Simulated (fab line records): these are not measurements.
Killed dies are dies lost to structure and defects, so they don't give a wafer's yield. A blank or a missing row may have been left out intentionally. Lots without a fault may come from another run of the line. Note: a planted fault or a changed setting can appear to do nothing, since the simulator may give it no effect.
Matching of chambers -- flow gf180mcu -- cmp-02 running GF_V1_CMP_26: 4 sister chambers
The step polishes, stops on SiO2, t overpolish 15 s, target thk 0 nm. 4 wafers are shown with their chamber, then 7 later ones without.

== WAFERS WITH THEIR CHAMBER ==
wafer,chamber,motor current A (A)
L833.4,2,11.0
L835.5,0,12.7
L837.1,3,12.5
L837.2,1,10.5

== WAFERS WITHOUT THEIR CHAMBER ==
wafer,motor current A (A)
L837.6,10.3
L838.2,10.3
L838.3,12.3
L838.6,10.2
L841.1,12.7
L841.5,12.8
L841.6,12.8

== WHICH CHAMBER EACH WENT THROUGH ==
wafer,from the rows above,in truth
L837.6,1,1
L838.2,1,1
L838.3,can't be placed: 3 or 0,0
L838.6,1,1
L841.1,can't be placed: 0 or 3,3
L841.5,can't be placed: 0 or 3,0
L841.6,can't be placed: 0 or 3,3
Correctly placed: 3 of 7. Unplaceable from these rows: 4, with the true chamber sitting among the candidates in 4. Wrongly placed: 0.
How it was worked out, from the rows above alone: a wafer's distance from a chamber is the root of the sum, over the readings, of the square of ((its reading less the chamber's mean) divided by the reading's scatter). If the next closest chamber is less than 2 further off than the closest, the wafer can't be placed; otherwise it belongs to the closest. Each chamber's mean is taken over the wafers shown for it. The scatter: with one shown wafer a chamber, the root of the mean of the squares of how far each hidden wafer lies from its nearest shown one.
